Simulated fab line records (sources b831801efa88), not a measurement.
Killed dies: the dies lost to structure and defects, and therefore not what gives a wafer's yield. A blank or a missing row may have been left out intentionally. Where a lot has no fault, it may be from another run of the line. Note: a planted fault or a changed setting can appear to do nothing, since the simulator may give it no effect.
Split-lot experiment / flow sky130 / 27 wafers read from 5 lots, route of 708 steps

SPLIT DETAILS
At SKY_METAL4_SPUTTER_02 (material AlCu, target thk 735 nm, time 39.1 s), the setting time s was moved away from the recipe's 39.1 s on 9 of the 27 wafers read, by -56.8% to +58.0%. For the rest of the wafers, this setting stayed at what the recipe calls for.

FROM THE SPLIT TO THE READING: what the file shows between them, 4 steps
- SKY_METAL4_SPUTTER_03: material Ti, target thk 5 nm, time 3.3 s
- SKY_METAL4_SPUTTER_04: material TiN, target thk 70 nm, time 58.3 s
- SKY_METAL4_ETCH_16: etches BARC in N2/H2, stops on SiO2, time 88.2 s, target depth 60 nm
- SKY_METAL4_ETCH_17: etches SiO2 in C4F8/O2/Ar, stops on TiN, time 3.9 s, target depth 15 nm

THE READING
oes product au, in a.u., at SKY_METAL4_METAL_ETCH_18 (etches the open film in Cl2/BCl3, stops on SiO2, target depth 845 nm, time 183.1 s). Fault-free wafers of this fab line usually give 0.867 a.u., standard deviation 0.0061 a.u.

wafer=L077.2; tool, chamber at the split=pvd sputter-04, -; time s as run, s=39.1; against the recipe=recipe; oes product au, a.u.=0.867; against lot-mates on the recipe=-
wafer=L077.5; tool, chamber at the split=pvd sputter-04, -; time s as run, s=39.1; against the recipe=recipe; oes product au, a.u.=0.875; against lot-mates on the recipe=-
wafer=L077.6; tool, chamber at the split=pvd sputter-04, -; time s as run, s=39.1; against the recipe=recipe; oes product au, a.u.=0.865; against lot-mates on the recipe=-
wafer=L078.1; tool, chamber at the split=pvd sputter-04, -; time s as run, s=25.56; against the recipe=-34.6%; oes product au, a.u.=0.728; against lot-mates on the recipe=-0.143
wafer=L078.2; tool, chamber at the split=pvd sputter-04, -; time s as run, s=39.1; against the recipe=recipe; oes product au, a.u.=0.874; against lot-mates on the recipe=-
wafer=L078.3; tool, chamber at the split=pvd sputter-04, -; time s as run, s=25.56; against the recipe=-34.6%; oes product au, a.u.=0.733; against lot-mates on the recipe=-0.138
wafer=L078.4; tool, chamber at the split=pvd sputter-04, -; time s as run, s=25.56; against the recipe=-34.6%; oes product au, a.u.=0.717; against lot-mates on the recipe=-0.154
wafer=L078.5; tool, chamber at the split=pvd sputter-04, -; time s as run, s=39.1; against the recipe=recipe; oes product au, a.u.=0.870; against lot-mates on the recipe=-
wafer=L078.6; tool, chamber at the split=pvd sputter-04, -; time s as run, s=39.1; against the recipe=recipe; oes product au, a.u.=0.870; against lot-mates on the recipe=-
wafer=L079.1; tool, chamber at the split=pvd sputter-01, -; time s as run, s=39.1; against the recipe=recipe; oes product au, a.u.=0.868; against lot-mates on the recipe=-
wafer=L079.2; tool, chamber at the split=pvd sputter-01, -; time s as run, s=61.76; against the recipe=+58.0%; oes product au, a.u.=0.991; against lot-mates on the recipe=+0.121
wafer=L079.3; tool, chamber at the split=pvd sputter-01, -; time s as run, s=39.1; against the recipe=recipe; oes product au, a.u.=0.873; against lot-mates on the recipe=-
wafer=L079.4; tool, chamber at the split=pvd sputter-01, -; time s as run, s=61.76; against the recipe=+58.0%; oes product au, a.u.=0.998; against lot-mates on the recipe=+0.128
wafer=L079.5; tool, chamber at the split=pvd sputter-01, -; time s as run, s=61.76; against the recipe=+58.0%; oes product au, a.u.=0.996; against lot-mates on the recipe=+0.126
wafer=L079.6; tool, chamber at the split=pvd sputter-01, -; time s as run, s=39.1; against the recipe=recipe; oes product au, a.u.=0.869; against lot-mates on the recipe=-
wafer=L083.1; tool, chamber at the split=pvd sputter-04, -; time s as run, s=39.1; against the recipe=recipe; oes product au, a.u.=0.860; against lot-mates on the recipe=-
wafer=L083.2; tool, chamber at the split=pvd sputter-04, -; time s as run, s=39.1; against the recipe=recipe; oes product au, a.u.=0.870; against lot-mates on the recipe=-
wafer=L083.3; tool, chamber at the split=pvd sputter-04, -; time s as run, s=39.1; against the recipe=recipe; oes product au, a.u.=0.876; against lot-mates on the recipe=-
wafer=L083.4; tool, chamber at the split=pvd sputter-04, -; time s as run, s=39.1; against the recipe=recipe; oes product au, a.u.=0.859; against lot-mates on the recipe=-
wafer=L083.5; tool, chamber at the split=pvd sputter-04, -; time s as run, s=39.1; against the recipe=recipe; oes product au, a.u.=0.864; against lot-mates on the recipe=-
wafer=L083.6; tool, chamber at the split=pvd sputter-04, -; time s as run, s=39.1; against the recipe=recipe; oes product au, a.u.=0.848; against lot-mates on the recipe=-
wafer=L085.1; tool, chamber at the split=pvd sputter-01, -; time s as run, s=39.1; against the recipe=recipe; oes product au, a.u.=0.864; against lot-mates on the recipe=-
wafer=L085.2; tool, chamber at the split=pvd sputter-01, -; time s as run, s=16.88; against the recipe=-56.8%; oes product au, a.u.=0.626; against lot-mates on the recipe=-0.238
wafer=L085.3; tool, chamber at the split=pvd sputter-01, -; time s as run, s=39.1; against the recipe=recipe; oes product au, a.u.=0.866; against lot-mates on the recipe=-
wafer=L085.4; tool, chamber at the split=pvd sputter-01, -; time s as run, s=16.88; against the recipe=-56.8%; oes product au, a.u.=0.634; against lot-mates on the recipe=-0.230
wafer=L085.5; tool, chamber at the split=pvd sputter-01, -; time s as run, s=16.88; against the recipe=-56.8%; oes product au, a.u.=0.621; against lot-mates on the recipe=-0.243
wafer=L085.6; tool, chamber at the split=pvd sputter-01, -; time s as run, s=39.1; against the recipe=recipe; oes product au, a.u.=0.863; against lot-mates on the recipe=-

FIT RESULTS
A straight line over all 27 wafers: oes product au changes by +0.00326 a.u. for each +1% of time s; r = +0.97; the points scatter about the line by 0.026 a.u.
The same after taking each lot's own level away (the mean of its wafers on the recipe; 27 wafers): +0.00324 a.u. for each +1%; r = +0.97; scatter 0.026 a.u.
Per that fit: largest time s move, reading shift of 0.19 a.u.
The span of the lots' own levels, 0.8628 to 0.8713 a.u., comes to 1.4 times the standard deviation stated above.
The two slopes agree, so the slope changes little with the lot-to-lot level.
Check: with one of the wafers moved furthest among these (+58.0%) left out of the fit, the line predicts +0.184 a.u. for it against its lot-mates. It came out at +0.121 a.u. against them.

THE WHOLE CHAIN: every reading that the file lists as answering this split, in the file's order
step=SKY_METAL4_SPUTTER_02; what it does=material AlCu, target thk 735 nm, time 39.1 s; reading=AlCu_of_METAL4_SPUTTER_02.thk nm (the simulator's own value, which no gauge read); change (the file's fit)=+7.27 nm for each +1% of the setting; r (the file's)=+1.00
step=SKY_METAL4_METAL_ETCH_18; what it does=etches the open film in Cl2/BCl3, stops on SiO2, target depth 845 nm, time 183.1 s; reading=oes product au; change (the file's fit)=+0.00331 a.u. for each +1% of the setting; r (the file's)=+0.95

FILE'S OWN FIT
oes product au changes by +0.00331 a.u. for each +1% of time s, r = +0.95.
